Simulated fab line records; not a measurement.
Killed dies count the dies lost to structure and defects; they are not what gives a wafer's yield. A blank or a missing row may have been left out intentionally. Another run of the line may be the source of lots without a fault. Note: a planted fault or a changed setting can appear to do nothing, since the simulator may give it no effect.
A lot that was struck, set against a sound lot :: flow sfq line :: 43 steps out of a route of 325
Sound: the wafers L652.2, L652.4, L652.5. Wafers L658.2, L658.5, L658.6 were the ones struck. At the end, the cause is stated.
Per side, at each step with rows, come the tool, then ch with its chambers, and then its first start. Under that, the readings that differ: sound wafers :: struck wafers :: difference of the means :: sigmas: that difference in standard deviations of wafers without a fault.
alike: words and numbers the same on both sides, and readings whose means are apart by under 2 such deviations; not compared: readings that were withheld, readings missing a value for some wafer, numbers with overlapping values and no deviation given by the record, and bounds like >300 which may hide the same value.
Wherever a step has rows on one side only, a row that says differs or no value, or a row with sigmas, the two part there. Numbers that don't overlap but have no deviation are shown without sigmas and don't part them. A reading missing from all wafers of one side parts the sides only when that side holds two or more wafers.

first, 6 steps without rows for these wafers: SFQ_TRILAYER_M4_LITHO_COAT_098 (resist thk 62 nm); SFQ_TRILAYER_M4_LITHO_COAT_093 (resist thk 600 nm); SFQ_TRILAYER_M4_LITHO_SOFTBAKE_097; SFQ_TRILAYER_M4_LITHO_EXPOSE_094 (exposes mask M4, target cd 500 nm); SFQ_TRILAYER_M4_LITHO_PEB_096 (peb time 60 s); SFQ_TRILAYER_M4_LITHO_DEVELOP_095 (time 60 s).
SFQ_M4_OVL_MEAS_926:
  sound on overlay-02, day 46 12:07; struck on overlay-02, day 49 12:01
  alike: M4_OVL
SFQ_TRILAYER_M4_BARC_OPEN_METAL_ETCH_123: etches BARC in O2, target depth 125 nm, time 41.7 s.
  sound on rie metal-01 ch 0, day 46 12:10; struck on rie metal-01 ch 1, day 49 12:04
  alike: drypump motor current A, oes product au
  not compared: rf hours counter h
then, 1 step without rows for these wafers: SFQ_TRILAYER_M4_ETCH_METAL_ETCH_096 (etches Nb in Cl2/Ar, stops on SiO2, target depth 240 nm, time 120 s).
SFQ_TRILAYER_M4_STRIP_STRIP_097: strips in O2.
  sound on rie metal-01 ch 0, day 46 12:43; struck on rie metal-01 ch 1, day 49 12:37
  alike: drypump motor current A, oes product au
  not compared: rf hours counter h
then, 2 steps without rows for these wafers: SFQ_TRILAYER_M4_STRIP_SOLV_CLEAN_098 (cleans in NMP, time 600 s); SFQ_TRILAYER_I4_DEP_PECVD_099 (deposits SiO2 from SiH4/N2O, time 111.11 s, target thk 500 nm).
SFQ_TRILAYER_I4_CMP_CMP_100: polishes SiO2.
  sound on cmp-01 ch 1,2,3, day 47 02:02; struck on cmp-02 ch 1,2,3, day 49 23:41
  no value came back on the struck wafers for any of 7 readings (edge zone pressure frac, head pressure psi (psi) and others); on the sound wafers edge zone pressure frac reads 1.007 0.992 1.007
reading: model.SiO2_of_TRILAYER_I4_DEP_PECVD_099.thk nm (nm)
sound: 198.3 199.1 199.3
struck: 498.3 503.8 508.3
difference: +304.6
sigmas: 
SFQ_I4_BOW_MEAS_927:
  sound on film metro-04, day 47 05:03; struck on film metro-01, day 50 01:13
  alike: I4_BOW
SFQ_TRILAYER_I4_METRO_MEASURE_101:
  sound on film metro-04, day 47 05:21; struck on film metro-01, day 50 01:31
reading: thk nm (nm)
sound: 198.3 199.1 199.0
struck: 498.1 503.7 507.8
difference: +304.4
sigmas: +99 or more
then, 6 steps without rows for these wafers: SFQ_TRILAYER_I4_VIA_LITHO_COAT_108 (resist thk 62 nm); SFQ_TRILAYER_I4_VIA_LITHO_COAT_103 (resist thk 650 nm); SFQ_TRILAYER_I4_VIA_LITHO_SOFTBAKE_107; SFQ_TRILAYER_I4_VIA_LITHO_EXPOSE_104 (exposes mask I4, target cd 700 nm); SFQ_TRILAYER_I4_VIA_LITHO_PEB_106 (peb time 60 s); SFQ_TRILAYER_I4_VIA_LITHO_DEVELOP_105 (time 60 s).
-- the record jumps here: 5 days lie between the struck wafers' starts before and after --
SFQ_I4_OVL_MEAS_928:
  sound on overlay-01, day 53 14:42; struck on overlay-01, day 55 08:42
  alike: I4_OVL
SFQ_TRILAYER_I4_VIA_BARC_OPEN_VIA_ETCH_146: etches BARC in O2, target depth 125 nm, time 41.7 s.
  sound on rie diel-04 ch 0,2,3, day 53 14:44; struck on rie diel-01 ch 0,1,2, day 55 08:44
  alike: drypump motor current A, oes product au
  not compared: rf hours counter h
SFQ_TRILAYER_I4_VIA_ETCH_VIA_ETCH_106: etches SiO2 in CHF3, stops on Nb, target depth 260 nm.
  sound on rie diel-04 ch 0,2,3, day 53 14:46; struck on rie diel-01 ch 0,1,2, day 55 08:46
reading: oes product au (a.u.)
sound: 0.847 0.851 0.851
struck: 1.615 1.609 1.605
difference: +0.760
sigmas: +99 or more

reading: model.etch.depth nm (nm)
sound: 198.3 199.1 199.3
struck: 257.3 258.6 255.4
difference: +58.2
sigmas: 

reading: model.I4.feature depth nm (nm)
sound: 198.3 199.1 199.3
struck: 257.3 258.6 255.4
difference: +58.2
sigmas: 
  alike: drypump motor current A
SFQ_TRILAYER_I4_VIA_STRIP_STRIP_107: strips in O2.
  sound on rie metal-03 ch 0,1, day 53 14:53; struck on rie metal-03 ch 0,1, day 55 08:53
  alike: drypump motor current A, oes product au
  not compared: rf hours counter h
then, 3 steps without rows for these wafers: SFQ_TRILAYER_I4_VIA_STRIP_SOLV_CLEAN_108 (cleans in NMP, time 600 s); SFQ_TRILAYER_JJ_TRILAYER_DEP_PRE_CLEAN_113 (time 22.5 s); SFQ_TRILAYER_JJ_TRILAYER_DEP_SPUTTER_109 (material Nb, target thk 150 nm, time 100 s).
SFQ_TRILAYER_JJ_TRILAYER_DEP_SPUTTER_110: material Al, target thk 8 nm, time 10.16 s.
  sound on pvd sputter-03, day 53 15:46; struck on pvd sputter-03, day 55 09:46
  alike: base pressure pa, throttle valve pct
then, 2 steps without rows for these wafers: SFQ_TRILAYER_JJ_TRILAYER_DEP_AL_OXIDATION_111 (oxidation time 600 s); SFQ_TRILAYER_JJ_TRILAYER_DEP_SPUTTER_112 (material Nb, target thk 170 nm, time 113.3 s).
SFQ_JJ_RS_MEAS_929: the measuring method here is four-point-probe.
  sound on film metro-02, day 53 16:53; struck on film metro-03, day 55 10:53
  alike: JJ_NB_RS
then, 6 steps without rows for these wafers: SFQ_TRILAYER_JJ_CE_LITHO_COAT_119 (resist thk 62 nm); SFQ_TRILAYER_JJ_CE_LITHO_COAT_114 (resist thk 600 nm); SFQ_TRILAYER_JJ_CE_LITHO_SOFTBAKE_118; SFQ_TRILAYER_JJ_CE_LITHO_EXPOSE_115 (exposes mask J5, target cd 700 nm); SFQ_TRILAYER_JJ_CE_LITHO_PEB_117 (peb time 60 s); SFQ_TRILAYER_JJ_CE_LITHO_DEVELOP_116 (time 60 s).
-- the record jumps here: 5 days lie between the struck wafers' starts before and after --
SFQ_JJ_OVL_MEAS_931:
  sound on overlay-02, day 58 06:21; struck on overlay-02, day 60 12:21
  alike: J5_OVL
then, 2 steps without rows for these wafers: SFQ_TRILAYER_JJ_CE_METRO_MEASURE_117; SFQ_TRILAYER_JJ_CE_BARC_OPEN_RIE_150 (chemistry O2, target BARC, target depth 240 nm, time 80 s).
-- the record jumps here: 6 days lie between the struck wafers' starts before and after --
SFQ_TRILAYER_M5_ETCH_METAL_ETCH_126: etches Nb in Cl2/BCl3, stops on SiO2, time 203.2 s, target depth 265 nm.
  sound on rie metal-03 ch 0,1, day 64 00:56; struck on rie metal-02 ch 0,1, day 66 04:40
reading: model.SiO2_of_TRILAYER_I4_DEP_PECVD_099.thk nm (nm)
sound: 178.5 179.2 179.4
struck: 478.7 484 488.5
difference: +304.7
sigmas: 
  alike: drypump motor current A, oes product au
  not compared: rf hours counter h
-- the record jumps here: 20 days lie between the struck wafers' starts before and after --
SFQ_M8_BOW_MEAS_951:
  sound on film metro-01, day 85 08:42; struck on film metro-02, day 85 23:22
reading: model.etest.i4.link ohm
sound: 2.152 2.152 2.158
struck: 1e+06 1e+06 1e+06
difference: +1e+06
sigmas: 
  alike: M8_BOW

## WHERE THEY PART
First at SFQ_TRILAYER_I4_CMP_CMP_100; last, within this record, at SFQ_TRILAYER_I4_VIA_ETCH_VIA_ETCH_106. Later steps at which nothing parts them and some readings are alike: SFQ_TRILAYER_I4_VIA_STRIP_STRIP_107, SFQ_TRILAYER_JJ_TRILAYER_DEP_SPUTTER_110, SFQ_JJ_RS_MEAS_929, SFQ_JJ_OVL_MEAS_931, SFQ_TRILAYER_M5_ETCH_METAL_ETCH_126, SFQ_M8_BOW_MEAS_951.

WHY: whatever the simulator had introduced
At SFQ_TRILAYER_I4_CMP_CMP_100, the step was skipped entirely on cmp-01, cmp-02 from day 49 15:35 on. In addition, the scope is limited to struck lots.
